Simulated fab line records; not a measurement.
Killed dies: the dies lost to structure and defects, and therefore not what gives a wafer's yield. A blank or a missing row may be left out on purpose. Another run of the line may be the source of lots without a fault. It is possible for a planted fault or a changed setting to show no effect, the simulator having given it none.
What tool caused it? ; flow gf180mcu ; 24 lots, 72 wafers sampled, at 6 steps of a route of 602

## WHAT THE GAUGES READ, wafer by wafer
No reading from a measuring or inspecting step in the record can be judged against a usual standard deviation.

## EACH LOT AND THE TOOL THAT RAN IT (in order: tool; ch and the chambers of the sampled wafers; start)
lot;GF_V1_SPUTTER_21;GF_V2_STRIP_18;GF_V2_CMP_26;GF_V4_SPUTTER_21;GF_MIM_SPUTTER_00;GF_MIM_SPUTTER_03
L074;pvd-sputter-03, day 18 10:25;plasma-asher-02 ch 0,1, day 20 12:48;cmp-01 ch 0,3, day 20 13:44;pvd-sputter-03, day 24 15:35;pvd-sputter-02, day 24 16:17;pvd-sputter-02, day 24 16:27
L075;pvd-sputter-01, day 19 00:07;plasma-asher-02 ch 0,1, day 21 02:25;cmp-02 ch 0,1,3, day 21 03:20;pvd-sputter-03, day 25 03:27;pvd-sputter-01, day 25 04:09;pvd-sputter-01, day 25 04:19
L076;pvd-sputter-03, day 19 12:29;plasma-asher-04 ch 0,1, day 21 14:31;cmp-02 ch 0,1,2, day 21 15:27;pvd-sputter-01, day 25 14:56;pvd-sputter-04, day 25 15:37;pvd-sputter-04, day 25 15:47
L077;pvd-sputter-03, day 20 01:53;plasma-asher-01 ch 0,1, day 22 03:46;cmp-01 ch 0,1,2, day 22 04:53;pvd-sputter-02, day 26 02:40;pvd-sputter-02, day 26 03:21;pvd-sputter-02, day 26 03:31
L078;pvd-sputter-01, day 20 03:38;plasma-asher-01 ch 0,1, day 22 05:40;cmp-01 ch 0,1,3, day 22 06:36;pvd-sputter-02, day 26 04:39;pvd-sputter-01, day 26 05:20;pvd-sputter-01, day 26 05:30
L079;pvd-sputter-01, day 20 07:37;plasma-asher-02 ch 0, day 22 09:40;cmp-02 ch 0,1,3, day 22 10:41;pvd-sputter-03, day 26 08:59;pvd-sputter-01, day 26 09:41;pvd-sputter-01, day 26 09:50
L080;pvd-sputter-01, day 20 19:03;plasma-asher-01 ch 0,1, day 22 20:39;cmp-02 ch 1,2, day 22 21:32;pvd-sputter-02, day 26 17:05;pvd-sputter-01, day 26 17:47;pvd-sputter-01, day 26 17:56
L082;pvd-sputter-03, day 21 06:00;plasma-asher-02 ch 0,1, day 23 07:10;cmp-02 ch 1,2,3, day 23 08:14;pvd-sputter-03, day 27 03:20;pvd-sputter-04, day 27 04:02;pvd-sputter-04, day 27 04:12
L081;pvd-sputter-03, day 21 06:49;plasma-asher-02 ch 0,1, day 23 07:31;cmp-02 ch 0,2, day 23 08:29;pvd-sputter-01, day 27 03:41;pvd-sputter-01, day 27 04:23;pvd-sputter-01, day 27 04:33
L084;pvd-sputter-01, day 22 01:28;plasma-asher-01 ch 0,1, day 24 02:28;cmp-02 ch 0,2,3, day 24 03:38;pvd-sputter-01, day 27 20:03;pvd-sputter-04, day 27 20:49;pvd-sputter-04, day 27 20:59
L083;pvd-sputter-04, day 22 01:48;plasma-asher-04 ch 0,1, day 24 02:53;cmp-02 ch 0,1, day 24 03:53;pvd-sputter-03, day 27 22:48;pvd-sputter-02, day 27 23:29;pvd-sputter-02, day 27 23:39
L085;pvd-sputter-04, day 22 10:51;plasma-asher-02 ch 0,1, day 24 11:49;cmp-02 ch 1,2, day 24 12:49;pvd-sputter-02, day 28 04:09;pvd-sputter-01, day 28 04:57;pvd-sputter-01, day 28 05:17
L086;pvd-sputter-03, day 22 21:59;plasma-asher-01 ch 0,1, day 24 21:04;cmp-02 ch 1,2,3, day 24 22:04;pvd-sputter-01, day 28 14:14;pvd-sputter-04, day 28 15:02;pvd-sputter-04, day 28 15:12
L087;pvd-sputter-04, day 23 00:54;plasma-asher-04 ch 0,1, day 24 23:36;cmp-01 ch 0,1,2, day 25 00:36;pvd-sputter-01, day 28 16:23;pvd-sputter-01, day 28 17:08;pvd-sputter-01, day 28 17:17
L088;pvd-sputter-03, day 23 08:46;plasma-asher-02 ch 0, day 25 07:19;cmp-02 ch 0,1, day 25 08:34;pvd-sputter-01, day 28 22:56;pvd-sputter-01, day 28 23:44;pvd-sputter-01, day 28 23:53
L089;pvd-sputter-03, day 23 19:19;plasma-asher-04 ch 0,1, day 25 16:22;cmp-02 ch 0,1,2, day 25 17:25;pvd-sputter-01, day 29 06:24;pvd-sputter-02, day 29 07:13;pvd-sputter-02, day 29 07:23
L090;pvd-sputter-01, day 24 06:01;plasma-asher-04 ch 0,1, day 26 03:26;cmp-02 ch 1,2, day 26 04:31;pvd-sputter-02, day 29 17:09;pvd-sputter-01, day 29 17:52;pvd-sputter-01, day 29 18:02
L091;pvd-sputter-03, day 24 11:38;plasma-asher-04 ch 0, day 26 09:58;cmp-02 ch 1,2, day 26 11:04;pvd-sputter-01, day 29 23:06;pvd-sputter-01, day 29 23:49;pvd-sputter-01, day 29 23:59
L092;pvd-sputter-01, day 24 13:09;plasma-asher-04 ch 0,1, day 26 11:31;cmp-02 ch 0,1,3, day 26 12:29;pvd-sputter-03, day 30 00:10;pvd-sputter-02, day 30 00:53;pvd-sputter-02, day 30 01:02
L093;pvd-sputter-04, day 25 01:37;plasma-asher-01 ch 0,1, day 26 21:45;cmp-01 ch 0,3, day 26 23:02;pvd-sputter-03, day 30 10:06;pvd-sputter-02, day 30 10:52;pvd-sputter-02, day 30 10:59
L094;pvd-sputter-03, day 25 08:11;plasma-asher-01 ch 0,1, day 27 05:19;cmp-01 ch 2,3, day 27 06:14;pvd-sputter-02, day 30 17:52;pvd-sputter-02, day 30 18:34;pvd-sputter-02, day 30 18:44
L095;pvd-sputter-04, day 25 09:25;plasma-asher-04 ch 0,1, day 27 05:42;cmp-02 ch 1,2,3, day 27 06:41;pvd-sputter-03, day 30 17:26;pvd-sputter-01, day 30 18:09;pvd-sputter-01, day 30 18:19
L096;pvd-sputter-03, day 25 13:46;plasma-asher-01 ch 1, day 27 08:58;cmp-02 ch 0,2, day 27 10:05;pvd-sputter-01, day 30 20:24;pvd-sputter-02, day 30 21:08;pvd-sputter-02, day 30 21:18
L097;pvd-sputter-03, day 25 15:22;plasma-asher-01 ch 0,1, day 27 10:36;cmp-02 ch 0,1, day 27 11:41;pvd-sputter-02, day 30 21:58;pvd-sputter-02, day 30 22:40;pvd-sputter-02, day 30 22:50
- GF_V1_SPUTTER_21: material Ti, target thk 15 nm, time 80.02 s.
- GF_V2_STRIP_18: strips in O2/N2.
- GF_V2_CMP_26: polishes, stops on SiO2, t overpolish 15 s, target thk 0 nm.
- GF_V4_SPUTTER_21: material Ti, target thk 15 nm, time 80.02 s.
- GF_MIM_SPUTTER_00: material Ti, target thk 37.5 nm, time 150 s.
- GF_MIM_SPUTTER_03: material Ti, target thk 10 nm, time 6.7 s.

## AS READ BY THE TOOLS THEMSELVES (means over the sampled wafers that have a number; for cases with no such wafer, the mark the record gives instead)
GF_V1_SPUTTER_21.
lot;tool;substrate-temp-c (C);throttle-valve-pct (%)
L074;pvd-sputter-03;199.89;29.7
L075;pvd-sputter-01;200.08;30.1
L076;pvd-sputter-03;200.00;29.4
L077;pvd-sputter-03;200.06;29.4
L078;pvd-sputter-01;200.08;29.7
L079;pvd-sputter-01;200.07;31.3
L080;pvd-sputter-01;199.96;30.2
L082;pvd-sputter-03;200.08;29.7
L081;pvd-sputter-03;200.08;28.9
L084;pvd-sputter-01;200.13;30.2
L083;pvd-sputter-04;200.10;29.2
L085;pvd-sputter-04;200.06;28.5
L086;pvd-sputter-03;199.81;29.4
L087;pvd-sputter-04;199.89;29.3
L088;pvd-sputter-03;200.03;29.4
L089;pvd-sputter-03;199.97;29.8
L090;pvd-sputter-01;199.97;30.5
L091;pvd-sputter-03;199.87;29.2
L092;pvd-sputter-01;199.80;30.4
L093;pvd-sputter-04;200.15;29.6
L094;pvd-sputter-03;199.93;28.8
L095;pvd-sputter-04;199.99;28.5
L096;pvd-sputter-03;200.10;29.0
L097;pvd-sputter-03;199.93;29.4

GF_V2_STRIP_18.
lot;tool;drypump-motor-current-A (A);heater-power-w (W);oes-product-au (a.u.)
L074;plasma-asher-02;5.23;340;0.600
L075;plasma-asher-02;5.33;346;0.601
L076;plasma-asher-04;5.49;320;0.599
L077;plasma-asher-01;5.68;352;0.598
L078;plasma-asher-01;5.65;354;0.601
L079;plasma-asher-02;5.15;330;0.603
L080;plasma-asher-01;5.67;358;0.601
L082;plasma-asher-02;5.25;335;0.603
L081;plasma-asher-02;5.32;345;0.603
L084;plasma-asher-01;5.66;354;0.604
L083;plasma-asher-04;5.52;322;0.600
L085;plasma-asher-02;5.24;340;0.605
L086;plasma-asher-01;5.53;342;0.601
L087;plasma-asher-04;5.60;345;0.600
L088;plasma-asher-02;5.16;328;0.605
L089;plasma-asher-04;5.63;349;0.605
L090;plasma-asher-04;5.62;351;0.604
L091;plasma-asher-04;5.68;369;0.593
L092;plasma-asher-04;5.49;326;0.601
L093;plasma-asher-01;5.53;340;0.601
L094;plasma-asher-01;5.66;355;0.602
L095;plasma-asher-04;5.60;346;0.601
L096;plasma-asher-01;5.40;329;0.601
L097;plasma-asher-01;5.53;348;0.606

GF_V2_CMP_26.
lot;tool;head-pressure-psi (psi);motor-current-A (A);overpolish-run-s (s);time-to-endpoint-s (s)
L074;cmp-01;3.498;10.0;14.986;84
L075;cmp-02;3.505;9.9;15.004;92
L076;cmp-02;3.494;10.7;14.998;91
L077;cmp-01;3.504;10.9;15.005;84
L078;cmp-01;3.498;10.2;15.006;83
L079;cmp-02;3.496;10.3;15.011;91
L080;cmp-02;3.500;10.6;14.998;87
L082;cmp-02;3.500;10.8;14.996;86
L081;cmp-02;3.505;11.8;15.003;88
L084;cmp-02;3.497;10.9;14.996;90
L083;cmp-02;3.503;10.5;14.999;86
L085;cmp-02;3.510;10.9;14.995;86
L086;cmp-02;3.505;10.6;14.995;89
L087;cmp-01;3.499;11.0;15.001;88
L088;cmp-02;3.507;11.1;15.004;91
L089;cmp-02;3.501;11.3;14.990;90
L090;cmp-02;3.500;11.7;15.008;83
L091;cmp-02;3.507;11.0;14.993;84
L092;cmp-02;3.505;10.5;14.998;84
L093;cmp-01;3.502;10.1;15.005;87
L094;cmp-01;3.497;12.0;15.002;88
L095;cmp-02;3.497;10.2;14.997;80
L096;cmp-02;3.496;11.9;14.999;84
L097;cmp-02;3.502;10.6;15.003;82

GF_V4_SPUTTER_21.
lot;tool;substrate-temp-c (C);throttle-valve-pct (%)
L074;pvd-sputter-03;199.87;29.4
L075;pvd-sputter-03;199.93;29.2
L076;pvd-sputter-01;200.01;30.4
L077;pvd-sputter-02;200.20;31.0
L078;pvd-sputter-02;199.95;31.0
L079;pvd-sputter-03;200.06;29.4
L080;pvd-sputter-02;199.90;31.9
L082;pvd-sputter-03;200.05;29.0
L081;pvd-sputter-01;199.96;30.4
L084;pvd-sputter-01;200.00;29.7
L083;pvd-sputter-03;200.03;28.6
L085;pvd-sputter-02;199.95;31.0
L086;pvd-sputter-01;199.87;30.4
L087;pvd-sputter-01;199.82;30.2
L088;pvd-sputter-01;199.90;29.9
L089;pvd-sputter-01;200.01;30.0
L090;pvd-sputter-02;200.01;31.6
L091;pvd-sputter-01;199.99;30.2
L092;pvd-sputter-03;199.84;29.4
L093;pvd-sputter-03;200.12;29.3
L094;pvd-sputter-02;200.21;31.4
L095;pvd-sputter-03;199.95;28.9
L096;pvd-sputter-01;199.91;30.1
L097;pvd-sputter-02;199.93;31.2

GF_MIM_SPUTTER_00.
lot;tool;substrate-temp-c (C);throttle-valve-pct (%)
L074;pvd-sputter-02;199.96;30.8
L075;pvd-sputter-01;200.13;30.8
L076;pvd-sputter-04;200.11;29.3
L077;pvd-sputter-02;199.93;30.8
L078;pvd-sputter-01;200.05;30.1
L079;pvd-sputter-01;199.82;30.5
L080;pvd-sputter-01;200.05;30.3
L082;pvd-sputter-04;200.02;28.5
L081;pvd-sputter-01;200.05;30.4
L084;pvd-sputter-04;199.90;28.7
L083;pvd-sputter-02;200.06;31.1
L085;pvd-sputter-01;199.99;30.7
L086;pvd-sputter-04;199.86;29.1
L087;pvd-sputter-01;200.13;30.7
L088;pvd-sputter-01;200.09;29.9
L089;pvd-sputter-02;200.02;31.6
L090;pvd-sputter-01;199.88;29.8
L091;pvd-sputter-01;199.91;29.3
L092;pvd-sputter-02;200.03;31.0
L093;pvd-sputter-02;200.06;31.1
L094;pvd-sputter-02;199.96;31.8
L095;pvd-sputter-01;200.07;30.3
L096;pvd-sputter-02;199.88;31.3
L097;pvd-sputter-02;200.09;30.9

GF_MIM_SPUTTER_03.
lot;tool;substrate-temp-c (C);throttle-valve-pct (%)
L074;pvd-sputter-02;300.12;31.0
L075;pvd-sputter-01;299.80;30.7
L076;pvd-sputter-04;299.89;29.4
L077;pvd-sputter-02;299.80;31.0
L078;pvd-sputter-01;300.01;30.2
L079;pvd-sputter-01;299.94;30.4
L080;pvd-sputter-01;299.77;30.4
L082;pvd-sputter-04;299.97;28.3
L081;pvd-sputter-01;299.87;30.7
L084;pvd-sputter-04;299.93;28.5
L083;pvd-sputter-02;300.09;31.0
L085;pvd-sputter-01;300.15;30.7
L086;pvd-sputter-04;299.92;28.9
L087;pvd-sputter-01;299.98;30.6
L088;pvd-sputter-01;300.01;29.8
L089;pvd-sputter-02;300.00;31.6
L090;pvd-sputter-01;299.84;29.8
L091;pvd-sputter-01;299.97;29.2
L092;pvd-sputter-02;299.87;30.9
L093;pvd-sputter-02;299.82;31.2
L094;pvd-sputter-02;300.06;31.8
L095;pvd-sputter-01;300.01;30.2
L096;pvd-sputter-02;299.98;31.3
L097;pvd-sputter-02;300.12;30.9

## THE ANSWER, worked out from the rows above alone
Rule: the lots themselves supply what counts as usual. Put in order of their means at a reading, lots are off if they are a third of the lots or fewer, leave a main group of 4 or more, and stand apart from it by a gap of 3 or more times the standard deviation of the main group's means; of several such gaps the widest counts. If all means in a main group match to the digits the tables above print for the reading, that group is not used. Also off: a lot with no number at a reading for which 4 or more lots have one. Any other lot the step has rows for is counted as sound. The gauges are gone through in route order, then the tools' own readings, and for those a lot's mean is taken as printed above. At the first step where some lot is off, the reading lying furthest off is the one used; lots without a number count as furthest.
Across all readings shown, no lot is off: no conclusion can be drawn from this.

## WHAT THE SIMULATOR HAD PUT IN
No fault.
